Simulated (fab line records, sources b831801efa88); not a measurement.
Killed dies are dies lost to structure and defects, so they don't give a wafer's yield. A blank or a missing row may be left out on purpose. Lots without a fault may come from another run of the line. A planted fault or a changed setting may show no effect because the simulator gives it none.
Problem report in the 8D (eight disciplines) form, filled by code | flow sky130 | the parts of the form that need people (team, actions taken, sign-off) are left out

1. THE PROBLEM
PWDE_TW at SKY_PWDE_TW_MEAS_10 reads a mean of 348.0 on 6 wafers of 2 lots; wafers without a fault read 372.6 with a standard deviation of 2.8. That is -8.8 standard deviations from the usual mean.
First seen on wafer L299.1, day 6 15:43, on film_metro-04. The record holds 36 wafers of 12 lots with a number at this step. Rule for "out", or "out of limits": more than 4 standard deviations from the usual mean. The other wafers with a number count as sound.

2. WHAT IT IS AND WHAT IT IS NOT
question                    | is                     | is not
which readings at this step | PWDE_TW                | -
which lots                  | L299, L301             | L287, L288, L289, L291, L292, L293, L296, L302, L308, L310
which wafers of those lots  | all that have a number | -
read on which gauges        | film_metro-04          | film_metro-01, film_metro-02
when                        | from day 6 15:43       | up to then (21 sound wafers); but 9 sound wafers of L302, L308, L310 came after

3. SUSPECTS, AND WHAT RULES EACH OUT
Counting: a tool at a process step up to the reading stays a suspect if it ran every lot that is out and no sound lot after the first of them.
- the gauge at SKY_PWDE_TW_MEAS_10: ruled out. All the wafers that are out were read on film_metro-04, but those of them that SKY_PWDE_IMPLANT_08 has rows for are out there too, on other tools.
- cmp-01 at SKY_FIELD_ISO_CMP_27 (polishes, stops on Si3N4, t overpolish 16 s, target thk 457.8 nm): ruled out as a lasting fault. Sound lots L308 ran on it after its first lot that is out, L299 (day 5 00:30).
- implanter-03 at SKY_PWDE_IMPLANT_08: kept. It ran every lot that is out, first L299 (day 6 15:28), and no sound lot after that; its last sound lot up to then is L292 (day 5 05:55). Its own readings are out on those wafers: dose_ions_cm2, faraday_current_uA.
Left after counting: implanter-03 at SKY_PWDE_IMPLANT_08.

4. THE CAUSE (what the simulator had put in)
Process parameter drift: implanter-03, from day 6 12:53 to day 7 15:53, at SKY_PWDE_IMPLANT_08. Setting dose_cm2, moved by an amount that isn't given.
Counting left only this tool.

5. THE CHAIN OF EFFECTS, in route order
Each row: a reading whose mean over the struck wafers that have a number lies more than 3 standard deviations from the usual. Only readings for which the record gives a usual standard deviation are gone through. hours: the time from each lot's start at the first step in this table that gives one to its start at this step, as a median over the lots. sigmas: the change in usual standard deviations.
hours | step                 | reading            | usual       | on struck wafers | change   | sigmas
0     | SKY_PWDE_IMPLANT_08  | dose_ions_cm2      | 3.6e+12     | 2.9e+12          | -6.6e+11 | -99 or more
0     | SKY_PWDE_IMPLANT_08  | faraday_current_uA | 20.3        | 16.6             | -3.7     | -9.6
0     | SKY_PWDE_TW_MEAS_10  | PWDE_TW            | 372.6       | 348.0            | -24.6    | -8.8
41    | SKY_NWELL_RS_MEAS_31 | PWDE_RS            | 5277 ohm/sq | 6231             | +954     | +64
The process steps in it:
- SKY_PWDE_IMPLANT_08
Later measuring or inspecting steps at which every struck wafer that the step has a row for has a number for every such reading, and none has moved that far: SKY_GATE_OXIDE_OVL_MEAS_10.

6. WHAT WOULD HAVE CAUGHT IT SOONER
In this record the first reading out of limits at a measuring or inspecting step was taken at day 6 15:43, 3 hours after the fault began at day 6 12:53.
The tool's own readings at SKY_PWDE_IMPLANT_08 were out on every struck wafer that the step has a row for (dose_ions_cm2, faraday_current_uA): an alarm limit on them would have fired on the first of those.
Of the lots that are out (2), L301 began SKY_PWDE_IMPLANT_08 on implanter-03 after day 6 15:43. A hold on the tool at that time would have spared it.
